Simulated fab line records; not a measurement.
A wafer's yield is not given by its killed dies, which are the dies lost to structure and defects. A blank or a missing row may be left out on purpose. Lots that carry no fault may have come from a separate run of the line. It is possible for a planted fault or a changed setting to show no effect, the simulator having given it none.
A lot that was struck, set against a sound lot | flow sky130 | 16 steps out of a route of 708
Sound: these wafers, L765.1, L765.3, L765.6. Struck: wafers L766.2, L766.5, L766.6. Last of all comes the cause.
Each step with rows lists, per side, the tool, then ch with its chambers, then its first start. Under that, the readings that differ: sound wafers | struck wafers | difference of the means | sigmas: that difference in standard deviations of wafers without a fault.
alike: same words and numbers on both sides, and readings whose means sit less than 2 such deviations apart. not compared: any withheld reading, any reading some wafer has no value for, any bound like >300 that may hide the same value, and any number with overlapping values for which the record gives no deviation.
The two part at a step that has a row with sigmas, a row that says differs or no value, or rows on one side only. Non-overlapping numbers with no deviation appear without sigmas and do not part them. A reading that every wafer of one side lacks parts them only if that side has two wafers or more.

first, 3 steps without rows for these wafers: SKY_METAL2_EXPOSE_12 (exposes mask MM2, target cd 140 nm); SKY_METAL2_PEB_13; SKY_METAL2_DEVELOP_14 (develop time 60 s).
SKY_METAL2_CD_MEAS_15: target cd 140 nm.
  struck on cd sem-02, day 36 12:35; sound on cd sem-02, day 36 05:14
  alike: cd nm
SKY_METAL2_OVL_MEAS_16:
  struck on overlay-01, day 36 12:41; sound on overlay-01, day 36 05:22
  alike: METAL2_OVL
SKY_METAL2_DESCUM_17: chemistry O2, time 8 s.
  sound on rie metal-04 ch 0, day 36 05:23; struck on rie metal-04 ch 0,1, day 36 12:43
  alike: drypump motor current A, oes product au
  not compared: rf hours counter h
SKY_METAL2_ETCH_18: etches BARC in N2/H2, stops on SiO2, time 45.9 s, target depth 60 nm.
  sound on rie metal-04 ch 0, day 36 05:25; struck on rie metal-04 ch 0,1, day 36 12:46
  alike: drypump motor current A, oes product au, throttle valve pct
  not compared: rf hours counter h
SKY_METAL2_METAL_ETCH_19: etches the open film in Cl2/BCl3, stops on SiO2, target depth 360 nm, time 78 s.
  sound on rie metal-04 ch 0, day 36 05:29; struck on rie metal-04 ch 0,1, day 36 12:49
  alike: bcl3 flow sccm, drypump motor current A, oes product au, throttle valve pct
  not compared: rf hours counter h
SKY_METAL2_STRIP_20: strips in O2/N2.
  sound on plasma asher-01 ch 0,1, day 36 05:35; struck on plasma asher-02 ch 0,1, day 36 12:55
  alike: drypump motor current A, oes product au, strip time to endpoint s
  not compared: rf hours counter h
then, 3 steps without rows for these wafers: SKY_METAL2_STRIP_21 (strips in post etch residue remover, time 1200 s); SKY_METAL2_CLEAN_22 (cleans in IPA, time 180 s); SKY_METAL2_CLEAN_23 (cleans in O3/DIW).
SKY_VIA2_HDPCVD_00: deposits SiO2, target thk 1180 nm, time 196.7 s.
  sound on hdpcvd-01 ch 0,1, day 36 06:14; struck on hdpcvd-01 ch 0,1, day 36 14:34
  alike: pressure mtorr
SKY_VIA2_THK_MEAS_01:
  struck on film metro-02, day 36 14:49; sound on film metro-03, day 36 06:21
  reading              | sound          | struck         | difference | sigmas
  VIA2_HDPCVD_THK (nm) | 1194 1172 1166 | 2379 2395 2392 | +1211      | +93
SKY_VIA2_CMP_02: polishes SiO2.
  sound on cmp-01 ch 0,2,3, day 36 06:28; struck on cmp-02 ch 0,1,3, day 36 15:08
  alike: edge zone pressure frac, motor current A
-- the record jumps here: 10 days lie between the struck wafers' starts before and after (it left off in module VIA2 and takes up again in module PAD_OPEN, whose first step shown is number 708 of the route) --
SKY_PAD_OPEN_PROBE_99:
  struck on prober-01, day 46 22:50; sound on prober-02, day 46 16:17
  alike: defect limited yield, killed_at_M0_to_M3, killed_at_M4_up, killed at contacts, killed at front end, killed at other, killed dies, killed open, killed short, sort_bin_3_pad_short, sort_bin_5_function, sort_bin_6_memory, sort n pass, sort yield pct

## WHERE THEY PART
Only at SKY_VIA2_THK_MEAS_01, as far as this record shows. Later steps at which nothing parts them and some readings are alike: SKY_VIA2_CMP_02, SKY_PAD_OPEN_PROBE_99.

WHY: what the simulator had put in
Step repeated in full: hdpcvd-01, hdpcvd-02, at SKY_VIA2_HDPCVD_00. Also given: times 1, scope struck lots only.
